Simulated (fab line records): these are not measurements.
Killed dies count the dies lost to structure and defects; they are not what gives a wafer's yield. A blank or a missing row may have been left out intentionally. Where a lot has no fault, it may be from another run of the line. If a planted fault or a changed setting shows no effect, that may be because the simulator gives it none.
A struck lot beside a sound one || flow sky130 || 17 steps out of a route of 708
Sound: the wafers L480.1, L480.4, L480.5. Struck: wafers L477.1, L477.4, L477.6. Last of all comes the cause.
At each step with rows: each side's tool, then ch and its chambers, then its first start. Under that, the readings that differ: sound wafers || struck wafers || difference of the means || sigmas: that difference in standard deviations of wafers without a fault.
alike: same words and numbers on both sides, and readings whose means sit less than 2 such deviations apart. not compared: any withheld reading, any reading some wafer has no value for, any bound like >300 that may hide the same value, and any number with overlapping values for which the record gives no deviation.
A row with sigmas, a row that says differs or no value, or rows on one side alone: a step with any of these is where the two part. Numbers that don't overlap but have no deviation are shown without sigmas and don't part them. Lack of a reading on every wafer of one side parts them only where that side has two or more wafers.

first, 5 steps without rows for these wafers: SKY_FIELD_ISO_WET_ETCH_28 (etches SiO2 in dHF, target depth 23.7 nm, time 47 s); SKY_FIELD_ISO_WET_ETCH_29 (etches Si3N4 in H3PO4, target depth 160 nm, time 1825 s); SKY_FIELD_ISO_WET_ETCH_30 (etches SiO2 in dHF, target depth 25 nm, time 50 s); SKY_NWELL_CLEAN_00 (cleans in SC1/SC2, time 150 s); SKY_NWELL_OXIDATION_01 (stabilise 600 s, purge 300 s, target thk 10 nm).
SKY_NWELL_THK_MEAS_02:
  sound: film metro-04 at day 6 22:34; struck: film metro-03 at day 6 06:44
  alike: NWELL_OXIDATION_THK
then, 6 steps without rows for these wafers: SKY_DNWELL_DEHYDRATE_00 (time 60 s); SKY_DNWELL_HMDS_01 (prime time 60 s); SKY_DNWELL_COAT_02 (resist thk 3000 nm); SKY_DNWELL_SOFTBAKE_03; SKY_DNWELL_EXPOSE_04 (exposes mask DNM, target cd 3000 nm); SKY_DNWELL_PEB_05.
SKY_DNWELL_DEVELOP_06: develop time 60 s.
  struck on litho track-02, day 7 01:00; sound on litho track-02 ch 0, day 7 17:00
  no value came back on the struck wafers for chill plate temp C (C), develop time s (s); on the sound wafers chill plate temp C (C) reads 23.05 23.05 22.94
following that, these wafers have no rows for 1 step: SKY_DNWELL_IMPLANT_07.
SKY_DNWELL_STRIP_08: strips in O2/N2.
  sound on plasma asher-03 ch 0,1, day 7 18:16; struck on plasma asher-02 ch 0,1, day 7 01:52
  alike: drypump motor current A, oes product au, strip time to endpoint s
  not compared: rf hours counter h
SKY_DNWELL_TW_MEAS_09:
  sound: film metro-03 at day 7 18:22; struck: film metro-04 at day 7 01:58
{"reading": "DNWELL_TW", "sound": "1113 1114 1111", "struck": "30 30 30", "difference": -1083, "sigmas": "-99 or more"}
then, 1 step without rows for these wafers: SKY_PWDE_DEHYDRATE_00 (time 60 s).

== WHERE THEY PART ==
Earliest at SKY_DNWELL_DEVELOP_06; latest, in this record, at SKY_DNWELL_TW_MEAS_09.

WHY: whatever the simulator had introduced
Entire step skipped (litho track-02, SKY_DNWELL_DEVELOP_06), from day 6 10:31 onward. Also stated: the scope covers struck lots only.
